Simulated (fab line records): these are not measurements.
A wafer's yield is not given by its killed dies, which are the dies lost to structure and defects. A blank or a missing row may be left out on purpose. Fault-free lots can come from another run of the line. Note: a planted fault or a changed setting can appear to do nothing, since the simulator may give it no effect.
fab line records	flow sky130
record lots=5	wafers=15	last_day=50
route steps=708 shown METAL5@669 PASSIVATION@681 PAD_OPEN@694
lots that met no fault: taken from a fault-free run of the same line
start_h: the number of hours between the record's first day and the start of the first shown wafer of the lot	wait_h: hours elapsed since this lot's preceding step	" same as the row above	L1.1+2: one row covering several wafers at once	- no value, or no start was given	* or withheld: withheld	< > ~ a bound
route shown NAME@n: names a module that has steps shown in the file, with the first one's number in the route	usual: average and standard deviation across the fault-free wafers	same: alike in all rows	chamber/n: place in a boat	sites: each site's reading	_std_site: standard deviation of those values	_edge_site: the outer-site mean with the inner-site mean subtracted	radius_mm: for every site, how far away it sits from the centre of the wafer	mask NAME#n: copy n	behind: tool/chamber where the wafer was last shaped	hold: the reason the lot was held/the length of the hold in hours/how it ended	device: the n, p or np transistor that did not switch	end of line: at the end of the route, the tests of the same wafers	step lacking rows: just its recipe	killed: at the first sort, the dies lost to defects and structure; wafer yield is something else	map: a wafer's dies, x killed, . not, _ none there
set.NAME: the run value of the setting; set.NAME@STEP: its run value at that earlier step	model.NAME: the simulator's own value behind a step, which no gauge read
certain route steps with their lots: each step a table, each wafer a row
services: the hour from which a tool's chamber was out of use, counted from the record's first day as start_h (under 0 if before that day), plus the number of hours and why
## steps
# step SKY_METAL5_HMDS_08
# recipe prime_time_s=60	prime_temp_c=120
# step SKY_METAL5_COAT_09
# recipe resist=NOVOLAK	spin_rpm=3000	resist_thk_nm=1800
# step SKY_METAL5_SOFTBAKE_10
# recipe temp_c=90	time_s=60	resist=NOVOLAK
# step SKY_METAL5_EXPOSE_11
# recipe mask_id=MM5	na=0.6	source_shape=conventional	sigma_outer=0.6	polarization=unpolarized	target_cd_nm=1600	dose_mj=190
# step SKY_METAL5_PEB_12
# recipe temp_c=withheld	time_s=*	resist=NOVOLAK
# step SKY_METAL5_DEVELOP_13
# recipe resist=NOVOLAK	developer=TMAH	develop_time_s=60	dev_temp_c=23
# step SKY_METAL5_DESCUM_14
# recipe chemistry=O2	source_power_w=150	bias_power_w=0	pressure_mtorr=10	temp_c=40	time_s=11
# usual drypump_motor_current_A=5.6/0.55	he_backside_leak_sccm=3.33/0.27	oes_product_au=1.006/0.016
lot.wafer	tool	chamber	start_h	wait_h	drypump_motor_current_A	he_backside_leak_sccm	oes_product_au	rf_hours_counter_h
L425.2	rie_metal-02	1	1085.36	0.1	5.7	3.68	0.971	-
L425.3	"	1	"	"	5.7	3.46	0.989	-
L425.6	"	1	"	"	5.7	3.58	0.983	-
L426.1	rie_metal-01	1	1086.43	0.1	6.6	3.22	1.001	11
L426.2	"	0	"	"	5.5	3.22	1.025	15
L426.3	"	1	"	"	6.6	3.12	1.003	-
L437.1	rie_metal-01	1	1149.16	0.1	6.6	3.03	1.004	16
L437.2	"	0	"	"	5.4	3.16	1.045	21
L437.5	"	0	"	"	5.4	3.15	1.035	-
L439.3	rie_metal-01	0	1155.37	0.1	5.5	3.11	1.038	-
L439.5	"	0	"	"	5.5	3.21	1.036	-
L439.6	"	1	"	"	6.6	3.12	0.994	-
L440.1	rie_metal-02	0	1164.36	0.1	4.8	3.22	0.997	13
L440.5	"	0	"	"	4.8	3.31	1.004	-
L440.6	"	1	"	"	5.7	3.48	0.986	-
# step SKY_METAL5_METAL_ETCH_15
# recipe target_depth_a=12600	stop_on=SiO2	over_etch_frac=0.2	time_s=252	chemistry=Cl2/BCl3	resist_sidewall_deg=86	pressure_mtorr=10	icp_w=900	bias_w=48.5	Cl2_flow_sccm=60	bcl3_flow_sccm=30
# usual drypump_motor_current_A=5.6/0.55	he_backside_leak_sccm=3.29/0.22	mfc_cl2_sccm=59.98/0.19	oes_product_au=0.895/0.0052	throttle_valve_pct=22.264/0.0099
# same over_etch_frac=0.2
lot.wafer	tool	chamber	start_h	wait_h	drypump_motor_current_A	he_backside_leak_sccm	mfc_cl2_sccm	oes_product_au	rf_hours_counter_h	throttle_valve_pct
L425.2	rie_metal-02	1	1085.50	0.1	5.7	3.36	59.79	0.895	-	22.269
L425.3	"	1	"	"	5.7	3.44	60.11	0.892	-	22.267
L425.6	"	1	"	"	5.7	3.46	59.84	0.901	-	22.269
L426.1	rie_metal-01	1	1086.47	0.0	6.6	3.10	59.78	0.896	11	22.267
L426.2	"	0	"	"	5.5	3.31	60.08	0.888	15	22.253
L426.3	"	1	"	"	6.6	3.00	59.94	0.901	-	22.266
L437.1	rie_metal-01	1	1149.20	0.0	6.6	3.11	59.99	0.904	16	22.259
L437.2	"	0	"	"	5.5	3.15	59.97	0.901	21	22.278
L437.5	"	0	"	"	5.4	3.18	59.95	0.880	-	22.257
L439.3	rie_metal-01	0	1155.47	0.1	5.5	3.10	59.98	0.900	-	22.264
L439.5	"	0	"	"	5.5	3.09	60.01	0.896	-	22.260
L439.6	"	1	"	"	6.6	3.13	59.98	0.892	-	22.271
L440.1	rie_metal-02	0	1164.40	0.0	4.9	3.24	60.12	0.898	13	22.273
L440.5	"	0	"	"	4.8	3.21	59.98	0.895	-	22.283
L440.6	"	1	"	"	5.7	3.54	60.14	0.895	-	22.276
# step SKY_METAL5_STRIP_16
# recipe chemistry=O2/N2	power_w=1400	pressure_mtorr=1500	platen_temp_c=withheld	o2_flow_sccm=3000	n2_flow_sccm=300	overash_fraction=0.5
# step SKY_METAL5_STRIP_17
# recipe chemistry=post_etch_residue_remover	time_s=1200	temp_c=72.5
# step SKY_METAL5_CLEAN_18
# recipe chemistry=IPA	time_s=180	temp_c=25
# step SKY_METAL5_CLEAN_19
# recipe chemistry=O3/DIW	dry=n2_spin
# step SKY_PASSIVATION_CVD_00
# recipe material=SiO2	target_thk_nm=90	temp_c=400	time_s=withheld	rf_w=600
# usual heater_power_w=670/120
lot.wafer	tool	chamber	start_h	wait_h	heater_power_w	model.SiO2_of_PASSIVATION_CVD_00.thk_nm
L425.2	pecvd-04	0	1086.48	0.0	737	89.88
L425.3	"	1	"	"	574	87.88
L425.6	"	0	"	"	742	91.56
L426.1	pecvd-01	2	1087.29	0.0	719	88.41
L426.2	"	0	"	"	687	89.95
L426.3	"	1	"	"	655	89.78
L437.1	pecvd-01	2	1150.02	0.0	752	88.09
L437.2	"	0	"	"	688	88.17
L437.5	"	2	"	"	749	122.2
L439.3	pecvd-02	0	1156.22	0.0	502	87.38
L439.5	"	0	"	"	495	89.12
L439.6	"	2	"	"	905	88.88
L440.1	pecvd-04	2	1165.22	0.0	766	88.04
L440.5	"	1	"	"	544	90.19
L440.6	"	2	"	"	784	90.04
# step SKY_PASSIVATION_THK_MEAS_01
# recipe reads=SiO2_of_PASSIVATION_CVD_00
# usual PASSIVATION_CVD_00_THK=89.6/1.3
lot.wafer	tool	chamber	start_h	wait_h	PASSIVATION_CVD_00_THK[nm]
L425.2	film_metro-03	-	1086.52	-	89.9
L425.3	"	-	"	"	87.8
L425.6	"	-	"	"	91.5
L426.1	film_metro-01	-	1087.31	-	88.4
L426.2	"	-	"	"	89.9
L426.3	"	-	"	"	89.8
L437.1	film_metro-03	-	1150.05	-	88.2
L437.2	"	-	"	"	88.2
L437.5	"	-	"	"	122.2
L439.3	film_metro-03	-	1156.26	-	87.4
L439.5	"	-	"	"	89.1
L439.6	"	-	"	"	88.9
L440.1	film_metro-01	-	1165.24	-	88.1
L440.5	"	-	"	"	90.2
L440.6	"	-	"	"	90.0
# step SKY_PASSIVATION_CVD_02
# recipe material=Si3N4	target_thk_nm=540	temp_c=400	time_s=withheld	rf_w=450
# usual heater_power_w=757/190
lot.wafer	tool	chamber	start_h	wait_h	heater_power_w
L425.2	pecvd-02	0	1086.57	0.0	579
L425.3	"	1	"	"	678
L425.6	"	2	"	"	1163
L426.1	pecvd-04	0	1087.37	0.1	775
L426.2	"	2	"	"	743
L426.3	"	1	"	"	621
L437.1	pecvd-02	0	1150.11	0.1	603
L437.2	"	2	"	"	1167
L437.5	"	0	"	"	623
L439.3	pecvd-01	2	1156.30	0.0	738
L439.5	"	1	"	"	661
L439.6	"	0	"	"	737
L440.1	pecvd-01	0	1165.30	0.1	732
L440.5	"	2	"	"	727
L440.6	"	1	"	"	670
# step SKY_PASSIVATION_THK_MEAS_03
# recipe reads=Si3N4_of_PASSIVATION_CVD_02
# usual PASSIVATION_CVD_02_THK=536/7
lot.wafer	tool	chamber	start_h	wait_h	PASSIVATION_CVD_02_THK[nm]
L425.2	film_metro-01	-	1086.80	-	527
L425.3	"	-	"	"	532
L425.6	"	-	"	"	543
L426.1	film_metro-01	-	1087.60	-	547
L426.2	"	-	"	"	529
L426.3	"	-	"	"	527
L437.1	film_metro-02	-	1150.34	-	525
L437.2	"	-	"	"	530
L437.5	"	-	"	"	540
L439.3	film_metro-02	-	1156.55	-	531
L439.5	"	-	"	"	537
L439.6	"	-	"	"	542
L440.1	film_metro-02	-	1165.53	-	533
L440.5	"	-	"	"	542
L440.6	"	-	"	"	542
# step SKY_PASSIVATION_DEHYDRATE_04
# recipe temp_c=200	time_s=60
# step SKY_PASSIVATION_HMDS_05
# recipe prime_time_s=60	prime_temp_c=120
# step SKY_PASSIVATION_COAT_06
# recipe spin_rpm=2000	resist_thk_nm=3000
# step SKY_PASSIVATION_SOFTBAKE_07
# recipe temp_c=110	time_s=withheld
# step SKY_PASSIVATION_EXPOSE_08
# recipe mask_id=NSM	target_cd_nm=3000	na=0.57	dose_mj=260
# step SKY_PASSIVATION_PEB_09
# recipe temp_c=115	time_s=withheld
# step SKY_PASSIVATION_DEVELOP_10
# recipe develop_time_s=60	dev_temp_c=23
# step SKY_PASSIVATION_ETCH_11
# recipe chemistry=CF4/O2	target_depth_nm=725	stop_on=AlCu	source_w=800	bias_w=150	pressure_mtorr=150	cf4_flow_sccm=80	O2_flow_sccm=10	time_s=161.1
# usual drypump_motor_current_A=5.9/0.51	oes_product_au=0.974/0.007	throttle_valve_pct=5.964/0.0087
lot.wafer	tool	chamber	start_h	wait_h	drypump_motor_current_A	oes_product_au	rf_hours_counter_h	throttle_valve_pct	model.etch.depth_nm	model.PASSIVATION.feature_depth_nm
L425.2	rie_diel-01	0	1105.71	-	6.0	0.961	23	5.959	692.4	692.4
L425.3	"	3	"	"	5.8	0.971	20	5.969	694.3	694.3
L425.6	"	0	"	"	6.0	0.975	-	5.971	708.4	708.4
L426.1	rie_diel-02	1	1108.16	-	4.9	0.987	18	5.975	708.3	708.3
L426.2	"	2	"	"	5.2	0.972	16	5.952	692.6	692.6
L426.3	"	3	"	"	6.2	0.970	18	5.950	690.9	690.9
L437.1	rie_diel-01	1	1167.18	-	6.6	0.962	21	5.979	687.9	687.9
L437.2	"	3	"	"	5.8	0.969	23	5.957	691.9	691.9
L437.5	"	3	"	"	5.8	0.999	-	5.969	732	732
L439.3	rie_diel-04	1	1174.11	-	6.0	0.972	32	5.942	692.5	692.5
L439.5	"	2	"	"	5.6	0.981	-	5.966	701.5	701.5
L439.6	"	3	"	"	5.9	0.968	-	5.960	707.4	707.4
L440.1	rie_diel-02	3	1181.86	-	6.2	0.977	20	5.960	695.1	695.1
L440.5	"	0	"	"	6.2	0.979	-	5.970	706.4	706.4
L440.6	"	1	"	"	4.9	0.971	-	5.959	706.6	706.6
# step SKY_PASSIVATION_STRIP_12
# recipe chemistry=O2/N2	power_w=1400	pressure_mtorr=1500	platen_temp_c=withheld	overash_fraction=0.7	o2_flow_sccm=3000	n2_flow_sccm=300
# usual drypump_motor_current_A=5.78/0.3	oes_product_au=0.661/0.0046	strip_time_to_endpoint_s=31.50/0.1
lot.wafer	tool	chamber	start_h	wait_h	drypump_motor_current_A	oes_product_au	rf_hours_counter_h	strip_time_to_endpoint_s
L425.2	plasma_asher-04	0	1105.82	0.1	5.78	0.654	3	31.58
L425.3	"	0	"	"	5.80	0.664	-	31.59
L425.6	"	0	"	"	5.78	0.663	-	31.57
L426.1	plasma_asher-03	0	1108.27	0.1	5.74	0.663	92	31.45
L426.2	"	1	"	"	5.80	0.662	92	31.59
L426.3	"	0	"	"	5.72	0.659	-	31.53
L437.1	plasma_asher-03	1	1167.29	0.1	5.85	0.658	97	31.39
L437.2	"	0	"	"	5.74	0.659	97	31.59
L437.5	"	0	"	"	5.73	0.666	-	31.39
L439.3	plasma_asher-01	1	1174.25	0.1	5.44	0.664	-	31.54
L439.5	"	1	"	"	5.42	0.665	-	31.42
L439.6	"	0	"	"	5.46	0.662	-	31.51
L440.1	plasma_asher-03	0	1181.97	0.1	5.73	0.652	98	31.41
L440.5	"	1	"	"	5.83	0.659	-	31.53
L440.6	"	0	"	"	5.70	0.667	-	31.31
# step SKY_PAD_OPEN_DEHYDRATE_00
# recipe temp_c=200	time_s=60
# step SKY_PAD_OPEN_HMDS_01
# recipe prime_time_s=60	prime_temp_c=120
# step SKY_PAD_OPEN_COAT_02
# recipe spin_rpm=2000	resist_thk_nm=3000
# step SKY_PAD_OPEN_SOFTBAKE_03
# recipe temp_c=110	time_s=withheld
# step SKY_PAD_OPEN_EXPOSE_04
# recipe mask_id=PDM	target_cd_nm=60000	na=0.57	dose_mj=260
# step SKY_PAD_OPEN_PEB_05
# recipe temp_c=115	time_s=withheld
# step SKY_PAD_OPEN_DEVELOP_06
# recipe develop_time_s=60	dev_temp_c=23
# step SKY_PAD_OPEN_ETCH_07
# recipe chemistry=CF4/O2	target_depth_nm=725	stop_on=AlCu	source_w=800	bias_w=150	pressure_mtorr=150	cf4_flow_sccm=80	O2_flow_sccm=10	time_s=161.1
# usual drypump_motor_current_A=6.0/0.37	oes_product_au=0.974/0.0072	throttle_valve_pct=5.963/0.0099
lot.wafer	tool	chamber	start_h	wait_h	drypump_motor_current_A	oes_product_au	rf_hours_counter_h	throttle_valve_pct	model.etch.depth_nm	model.PAD_OPEN.feature_depth_nm
L425.2	rie_diel-01	3	1125.68	-	5.8	0.967	21	5.969	692.4	692.4
L425.3	"	0	"	"	6.0	0.969	23	5.948	694.3	694.3
L425.6	"	2	"	"	6.6	0.989	-	5.969	708.4	708.4
L426.1	rie_diel-01	2	1127.63	-	6.6	0.975	7	5.947	708.3	708.3
L426.2	"	0	"	"	6.0	0.968	23	5.987	692.6	692.6
L426.3	"	3	"	"	5.8	0.961	21	5.961	690.9	690.9
L437.1	rie_diel-04	2	1183.98	-	5.5	0.964	27	5.965	687.9	687.9
L437.2	"	3	"	"	5.9	0.965	28	5.965	691.9	691.9
L437.5	"	0	"	"	6.6	0.992	-	5.982	717.2	717.2
L439.3	rie_diel-04	0	1190.26	-	6.6	0.971	30	5.968	692.5	692.5
L439.5	"	0	"	"	6.6	0.975	-	5.952	701.5	701.5
L439.6	"	3	"	"	5.9	0.979	-	5.962	707.4	707.4
L440.1	rie_diel-03	2	1197.23	-	5.7	0.964	21	5.947	695.1	695.1
L440.5	"	0	"	"	5.5	0.978	-	5.967	706.4	706.4
L440.6	"	1	"	"	6.0	0.983	-	5.969	706.6	706.6
# step SKY_PAD_OPEN_STRIP_08
# recipe chemistry=O2/N2	power_w=1400	pressure_mtorr=1500	platen_temp_c=withheld	overash_fraction=0.7	o2_flow_sccm=3000	n2_flow_sccm=300
# usual drypump_motor_current_A=5.67/0.18	oes_product_au=0.663/0.0043
lot.wafer	tool	chamber	start_h	wait_h	drypump_motor_current_A	oes_product_au	rf_hours_counter_h
L425.2	plasma_asher-01	0	1125.79	0.1	5.42	0.667	72
L425.3	"	1	"	"	5.43	0.661	-
L425.6	"	0	"	"	5.46	0.661	-
L426.1	plasma_asher-01	0	1127.74	0.1	5.48	0.656	72
L426.2	"	1	"	"	5.42	0.659	72
L426.3	"	0	"	"	5.44	0.660	-
L437.1	plasma_asher-02	0	1184.09	0.1	5.81	0.669	44
L437.2	"	1	"	"	5.84	0.673	44
L437.5	"	0	"	"	5.80	0.663	-
L439.3	plasma_asher-02	0	1190.40	0.1	5.84	0.662	-
L439.5	"	0	"	"	5.82	0.667	-
L439.6	"	1	"	"	5.86	0.662	-
L440.1	plasma_asher-02	0	1197.34	0.1	5.83	0.663	46
L440.5	"	1	"	"	5.86	0.663	-
L440.6	"	0	"	"	5.83	0.665	-
# step SKY_PAD_OPEN_PROBE_99
# usual defect_limited_yield=82.5/1.9	killed_at_M0_to_M3=43/6.8	killed_at_M4_up=3.0/1.6	killed_at_contacts=25/6	killed_at_front_end=15/4.4	killed_at_other=0.3/0.52	killed_dies=86/9.6	killed_open=47/6.7	killed_short=39/6.8	sort_bin_3_pad_short=0.9/0.43	sort_bin_5_function=10.3/1.5	sort_bin_6_memory=6.3/1.1	sort_n_pass=406/9.6	sort_yield_pct=82.5/1.9
# same gross_dies=492	killed_at_back_side=0	sort_bin_4_leakage[%]=0	sort_bin_8_speed[%]=0
lot.wafer	tool	chamber	start_h	wait_h	defect_limited_yield[%]	killed_at_M0_to_M3	killed_at_M4_up	killed_at_contacts	killed_at_front_end	killed_at_other	killed_dies	killed_open	killed_short	sort_bin_3_pad_short[%]	sort_bin_5_function[%]	sort_bin_6_memory[%]	sort_n_pass	sort_yield_pct[%]
L425.2	prober-02	-	1128.36	0.1	80.9	41	3	33	17	0	94	48	46	1.0	11.6	6.5	398	80.9
L425.3	prober-02	-	1128.41	0.2	81.1	43	3	25	22	0	93	53	39	0	11.6	7.3	399	81.1
L425.6	prober-02	-	1128.56	0.2	83.7	46	1	23	10	0	80	38	42	1.0	8.9	6.3	412	83.7
L439.3	prober-02	-	1192.68	0.2	81.1	40	5	30	18	0	93	59	33	0.8	11.6	6.5	399	81.1
L439.5	prober-02	-	1192.78	0.2	80.5	46	2	30	18	0	96	54	41	0.6	10.0	8.9	396	80.5
L439.6	prober-02	-	1192.83	0.2	82.9	43	4	22	15	0	84	41	42	1.0	9.8	6.3	408	82.9
# killed by level:class
L425.2 VIA1:geometric_particle:open=11 CONTACT:geometric_particle:open=10 LI_CONTACT:geometric_particle:open=8 POLY_GATE:geometric_particle:short=5 CONTACT:geometric_particle:short=5 METAL3:geometric_particle:short=5 LI_CONTACT:geometric_particle:short=4 LOCAL_INTERCONNECT:geometric_particle:short=4
L425.3 CONTACT:geometric_particle:open=10 VIA1:geometric_particle:open=9 VIA2:geometric_particle:open=9 METAL2:geometric_particle:short=7 FIELD_ISO:geometric_particle:open=6 POLY_GATE:geometric_particle:open=6 POLY_GATE:geometric_particle:short=5 LI_CONTACT:geometric_particle:open=5
L425.6 METAL2:geometric_particle:short=7 CONTACT:geometric_particle:open=7 VIA3:geometric_particle:open=7 METAL3:geometric_particle:short=6 VIA3:geometric_particle:short=6 LI_CONTACT:geometric_particle:short=5 VIA1:geometric_particle:open=5 VIA2:geometric_particle:open=5
L439.3 VIA1:geometric_particle:open=15 CONTACT:geometric_particle:open=10 LI_CONTACT:geometric_particle:open=9 VIA2:geometric_particle:open=8 FIELD_ISO:geometric_particle:open=5 METAL1:geometric_particle:short=4 METAL2:geometric_particle:short=4 FIELD_ISO:geometric_particle:short=3
L439.5 VIA1:geometric_particle:open=10 LI_CONTACT:geometric_particle:open=9 VIA3:geometric_particle:open=9 CONTACT:geometric_particle:open=7 LOCAL_INTERCONNECT:geometric_particle:short=7 VIA2:geometric_particle:open=5 CONTACT:geometric_particle:short=4 VIA1:geometric_particle:short=4
L439.6 VIA1:geometric_particle:open=12 CONTACT:geometric_particle:open=8 FIELD_ISO:geometric_particle:short=7 VIA3:geometric_particle:open=7 VIA3:geometric_particle:short=6 VIA1:geometric_particle:short=5 LI_CONTACT:geometric_particle:open=4 LOCAL_INTERCONNECT:geometric_particle:short=4
## services
tool	chamber	start_h	hours	kind
pecvd-02	0	1066.80	5.5	scheduled_down
plasma_asher-04	-	1067.62	1.2	repair
rie_diel-03	-	1073.55	1.0	repair
rie_diel-03	3	1076.25	5.1	repair
rie_metal-02	0	1078.38	8.6	repair
rie_diel-02	3	1079.80	22.2	repair
plasma_asher-04	-	1084.25	12.1	repair
rie_diel-03	3	1089.13	3.1	repair
pecvd-02	-	1091.52	0.8	repair
rie_diel-04	-	1093.27	2.8	pm
rie_diel-04	0	1096.57	10.3	repair
pecvd-02	1	1114.36	5.5	scheduled_down
plasma_asher-04	-	1115.41	0.4	repair
rie_diel-04	-	1120.64	0.1	repair
rie_diel-01	-	1121.47	0.9	repair
plasma_asher-03	-	1123.07	3.6	repair
plasma_asher-03	-	1123.67	2.1	repair
pecvd-02	1	1133.90	5.8	repair
pecvd-01	1	1148.61	5.5	scheduled_down
rie_diel-03	2	1155.58	18.0	repair
plasma_asher-01	-	1188.94	10.7	repair
rie_metal-02	-	1191.12	1.2	repair
pecvd-04	0	1194.17	3.1	repair
pecvd-04	0	1197.23	-	clean
## key
first_sign step=SKY_PASSIVATION_THK_MEAS_01	reading=PASSIVATION_CVD_00_THK	direction=up	sigmas=25	usual=89.6	struck=122.2
effect step=SKY_PASSIVATION_ETCH_11	reading=oes_product_au	direction=up	sigmas=3.6	usual=0.974	struck=0.999
model_effect step=SKY_PASSIVATION_CVD_00	value=SiO2_of_PASSIVATION_CVD_00.thk_nm	without=90.13	struck=122.2
model_effect step=SKY_PASSIVATION_ETCH_11	value=etch.depth_nm	without=704.8	struck=732
model_effect step=SKY_PAD_OPEN_ETCH_07	value=etch.depth_nm	without=704.8	struck=717.2
met_at SKY_PASSIVATION_CVD_00
struck_wafers L437.5
onset_between 1087.29 1150.02
fault kind=process_parameter_drift	tool=pecvd-01	chamber=-	onset_h=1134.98	steps=SKY_PASSIVATION_CVD_00	channel=target_thk_nm	offset=31.941	shape=step	end_h=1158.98	scope=struck_wafers_only	acts_in=these_recipes_only	stated=90
